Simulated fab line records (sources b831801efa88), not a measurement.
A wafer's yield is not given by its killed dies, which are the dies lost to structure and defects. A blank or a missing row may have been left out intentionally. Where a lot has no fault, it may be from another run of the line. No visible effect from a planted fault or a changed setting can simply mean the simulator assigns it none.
What tool caused it? / flow gf180mcu / route of 602 steps, sampled at 1 step: 12 lots, 36 wafers

WHAT THE GAUGES SHOWED, per wafer
GF_M1_THK_MEAS_06: measures by xrf.
lot=L075; measured=day 16 14:10; on=film-metro-04; M1_ALCU_THK (nm)=446 448 449
lot=L077; measured=day 17 02:26; on=film-metro-03; M1_ALCU_THK (nm)=461 452 453
lot=L079; measured=day 17 18:17; on=film-metro-03; M1_ALCU_THK (nm)=453 454 451
lot=L081; measured=day 18 17:27; on=film-metro-04; M1_ALCU_THK (nm)=451 454 452
lot=L083; measured=day 19 09:41; on=film-metro-02; M1_ALCU_THK (nm)=451 453 451
lot=L085; measured=day 20 03:03; on=film-metro-03; M1_ALCU_THK (nm)=458 465 462
lot=L087; measured=day 21 09:22; on=film-metro-03; M1_ALCU_THK (nm)=456 459 448
lot=L089; measured=day 21 18:17; on=film-metro-03; M1_ALCU_THK (nm)=451 450 454
lot=L091; measured=day 22 13:04; on=film-metro-03; M1_ALCU_THK (nm)=451 445 455
lot=L093; measured=day 23 04:07; on=film-metro-02; M1_ALCU_THK (nm)=449 456 449
lot=L095; measured=day 23 19:35; on=film-metro-02; M1_ALCU_THK (nm)=452 456 452
lot=L097; measured=day 24 10:20; on=film-metro-03; M1_ALCU_THK (nm)=454 459 459

WHAT TOOL EACH LOT RAN ON (gives the tool, then ch and the chambers of the sampled wafers, and finally the start)
There is no process step in the record ahead of these readings.

THE ANSWER, worked out from the rows above alone
Rule: what is usual is taken from the lots themselves. The widest of any qualifying gaps counts: lots, ordered by their means at a reading, are off when they make up no more than a third of the lots, leave a main group of 4 or more, and stand apart from it by 3 or more times the standard deviation of that group's means. If all means in a main group match to the digits the tables above print for the reading, that group is not used. Also off: a lot with no number at a reading for which 4 or more lots have one. Any other lot the step has rows for is counted as sound.
None of the lots is off at any reading shown; this tells nothing.

WHAT THE SIMULATOR HAD PUT IN
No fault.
